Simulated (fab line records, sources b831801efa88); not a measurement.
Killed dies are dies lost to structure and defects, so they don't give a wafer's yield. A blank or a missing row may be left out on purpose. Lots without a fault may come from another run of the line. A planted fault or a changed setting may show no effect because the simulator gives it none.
A struck lot beside a sound one | flow gf180mcu | 17 steps out of a route of 602
Sound: wafers L384.2, L384.4, L384.5. Struck: wafers L404.3, L404.5. (L404.6 of the same lot was not struck and is left out.) The cause comes at the end.
At each step with rows: each side's tool, then ch and its chambers, then its first start. Under that, the readings that differ: sound wafers | struck wafers | difference of the means | sigmas: that difference in standard deviations of wafers without a fault.
alike: readings whose means differ by less than 2 such deviations, and words and numbers that are the same on both sides. not compared: withheld readings, readings that some wafer has no value for, bounds like >300 that may hide the same value, and numbers for which the record gives no deviation and whose values overlap.
The two part at a step that has a row with sigmas, a row that says differs or no value, or rows on one side only. Numbers that don't overlap but have no deviation are shown without sigmas and don't part them. A reading that every wafer of one side lacks parts them only if that side has two wafers or more.

first, 4 steps without rows for these wafers: GF_M3_SOFTBAKE_10 (time 60 s); GF_M3_EXPOSE_11 (exposes mask Metal3, target cd 280 nm); GF_M3_PEB_12 (peb time 90 s); GF_M3_DEVELOP_13 (develop time 60 s).
GF_M3_CD_MEAS_14: target cd 280 nm.
  sound on cd_sem-01, day 21 01:06; struck on cd_sem-01, day 27 23:22
  alike: cd_nm
GF_M3_OVL_MEAS_15:
  sound on overlay-01, day 21 01:12; struck on overlay-02, day 27 23:27
  alike: M3_OVL
GF_M3_METAL_ETCH_16: etches the open film in Cl2/BCl3, stops on SiO2, target depth 750.8 nm, time 125.1 s.
  sound on rie_metal-01 ch 1, day 21 01:17; struck on rie_metal-03 ch 0, day 27 23:34
  reading                     | sound       | struck  | difference | sigmas
  drypump_motor_current_A (A) | 5.7 5.7 5.7 | 4.8 4.8 | -0.9       | -3
  alike: mfc_cl2_sccm, oes_product_au, throttle_valve_pct
  not compared: rf_hours_counter_h
GF_M3_STRIP_17: strips in O2/N2.
  sound on plasma_asher-04 ch 1, day 21 01:29; struck on plasma_asher-01 ch 0,1, day 27 23:46
  alike: drypump_motor_current_A, heater_power_w, n2_flow_sccm, oes_product_au, strip_time_to_endpoint_s
  not compared: rf_hours_counter_h
then, 3 steps without rows for these wafers: GF_M3_STRIP_18 (strips in post etch residue remover, time 1200 s); GF_M3_CLEAN_19 (cleans in DIW); GF_V3_CVD_00 (deposits SiO2, target thk 600 nm, time 100 s).
GF_V3_THK_MEAS_01:
  sound on film_metro-02, day 21 02:07; struck on film_metro-01, day 28 00:22
  alike: V3_CVD_00_THK
GF_V3_CVD_02: deposits SiO2 from TEOS, target thk 850 nm, time 94.851 s.
  sound on pecvd-03 ch 1,2, day 21 02:10; struck on pecvd-03 ch 1, day 28 00:24
  reading                             | sound             | struck      | difference | sigmas
  run_length_s (s)                    | 122.6 123.6 122.9 | 136.1 137.1 | +13.6      | +24
  model.SiO2_of_V3_CVD_02.thk_nm (nm) | 826.5 838.1 847.7 | 958.8 978.5 | +131.2     |
  alike: heater_power_w
GF_V3_THK_MEAS_03:
  sound on film_metro-01, day 21 02:14; struck on film_metro-02, day 28 00:44
  reading            | sound       | struck  | difference | sigmas
  V3_CVD_02_THK (nm) | 826 839 847 | 958 978 | +131       | +10
  not compared: hold
GF_V3_CMP_04: polishes SiO2.
  sound on cmp-01 ch 1,2, day 21 02:17; struck on cmp-02 ch 1,2, day 28 03:40
  reading                | sound    | struck                                            | difference                   | sigmas
  hold                   | - - -    | await_dispo/2.7h/release await_dispo/2.7h/release | no value on the sound wafers |
  time_to_endpoint_s (s) | 72 76 82 | 110 123                                           | +40                          | +6
  alike: head_pressure_psi, motor_current_A, slurry_flow_ml_min
GF_V3_BOW_MEAS_05:
  sound on film_metro-04, day 21 02:37; struck on film_metro-02, day 28 03:54
  alike: V3_BOW
GF_PASSIVATION_PROBE_99:
  the record has rows for the sound wafers here (prober-01, day 28 19:24) and none for the struck ones

WHERE THEY PART
First at GF_M3_METAL_ETCH_16; last, within this record, at GF_PASSIVATION_PROBE_99.

WHY: what the simulator had put in
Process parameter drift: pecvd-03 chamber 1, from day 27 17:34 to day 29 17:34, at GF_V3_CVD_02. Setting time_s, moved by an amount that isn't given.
